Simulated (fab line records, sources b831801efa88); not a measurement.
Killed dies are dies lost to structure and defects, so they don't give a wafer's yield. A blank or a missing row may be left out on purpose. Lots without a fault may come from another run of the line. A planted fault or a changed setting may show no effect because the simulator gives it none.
Problem report in the 8D (eight disciplines) form, filled by code | flow sfq_line | the parts of the form that need people (team, actions taken, sign-off) are left out

1. THE PROBLEM
M3_NB_RS at SFQ_M3_RS_MEAS_919 reads a mean of 1.353 ohm/sq on 3 wafers of 2 lots; wafers without a fault read 0.892 ohm/sq with a standard deviation of 0.011. That is +42 standard deviations from the usual mean.
The step: measures by four-point-probe.
First seen on wafer L831.4, day 33 00:04, on film_metro-01. The record holds 42 wafers of 14 lots with a number at this step. Rule for "out", or "out of limits": more than 4 standard deviations from the usual mean. The other wafers with a number count as sound.

2. WHAT IT IS AND WHAT IT IS NOT
question                    | is                           | is not
which readings at this step | M3_NB_RS                     | -
which lots                  | L831, L833                   | L812, L813, L814, L816, L817, L818, L820, L823, L824, L832, L834, L835
which wafers of those lots  | L831.4, L831.6, L833.6       | L831.3, L833.1, L833.3
read on which gauges        | film_metro-01, film_metro-02 | film_metro-03
when                        | from day 33 00:04            | up to then (28 sound wafers); but 11 sound wafers of L832, L833, L834, L835 came after

3. SUSPECTS, AND WHAT RULES EACH OUT
Counting: a tool at a process step up to the reading stays a suspect if it ran every lot that is out. Sound lots after the first of them don't rule it out here, since some wafers of a struck lot are sound.
- the gauge at SFQ_M3_RS_MEAS_919: ruled out. The wafers that are out were read on 2 gauges (film_metro-01, film_metro-02).
- film_metro-02 at SFQ_TRILAYER_I1_METRO_MEASURE_047: kept. It ran every lot that is out, first L831 (day 21 18:40); its last sound lot up to then is L824 (day 19 16:22).
- pvd_sputter-06 at SFQ_TRILAYER_M3_DEP_SPUTTER_073 (material Nb, target thk 200 nm, time 133.3 s): kept. It ran every lot that is out, first L831 (day 32 23:56); its last sound lot up to then is L824 (day 32 07:08).
Left after counting: film_metro-02 at SFQ_TRILAYER_I1_METRO_MEASURE_047, pvd_sputter-06 at SFQ_TRILAYER_M3_DEP_SPUTTER_073.

4. THE CAUSE (what the simulator had put in)
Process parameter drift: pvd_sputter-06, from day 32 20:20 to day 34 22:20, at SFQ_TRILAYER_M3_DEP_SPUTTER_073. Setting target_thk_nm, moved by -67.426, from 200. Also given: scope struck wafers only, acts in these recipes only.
Counting left 2 suspects, and this tool is among them.

5. THE CHAIN OF EFFECTS, in route order
Each row: a reading whose mean over the struck wafers that have a number lies more than 3 standard deviations from the usual. Only readings for which the record gives a usual standard deviation are gone through. hours: the time from each lot's start at the first step in this table that gives one to its start at this step, as a median over the lots. sigmas: the change in usual standard deviations.
hours | step                                | reading        | usual        | on struck wafers | change | sigmas
0     | SFQ_M3_RS_MEAS_919                  | M3_NB_RS       | 0.892 ohm/sq | 1.353            | +0.461 | +42
150   | SFQ_TRILAYER_M3_ETCH_METAL_ETCH_078 | oes_product_au | 0.893 a.u.   | 0.720            | -0.173 | -23
The process steps in it:
- SFQ_TRILAYER_M3_ETCH_METAL_ETCH_078: etches Nb in Cl2/Ar, stops on SiO2, target depth 240 nm, time 120 s.
Later measuring or inspecting steps at which every struck wafer that the step has a row for has a number for every such reading, and none has moved that far: SFQ_I3_OVL_MEAS_923.

6. WHAT WOULD HAVE CAUGHT IT SOONER
In this record the first reading out of limits at a measuring or inspecting step was taken at day 33 00:04, 4 hours after the fault began at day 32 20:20.
Of the tool readings at SFQ_TRILAYER_M3_DEP_SPUTTER_073 for which the record gives a usual standard deviation, none was out on any struck wafer, so an alarm limit of 4 standard deviations on them would not have fired.
Of the lots that are out (2), L833 began SFQ_TRILAYER_M3_DEP_SPUTTER_073 on pvd_sputter-06 after day 33 00:04. A hold on the tool at that time would have spared it.
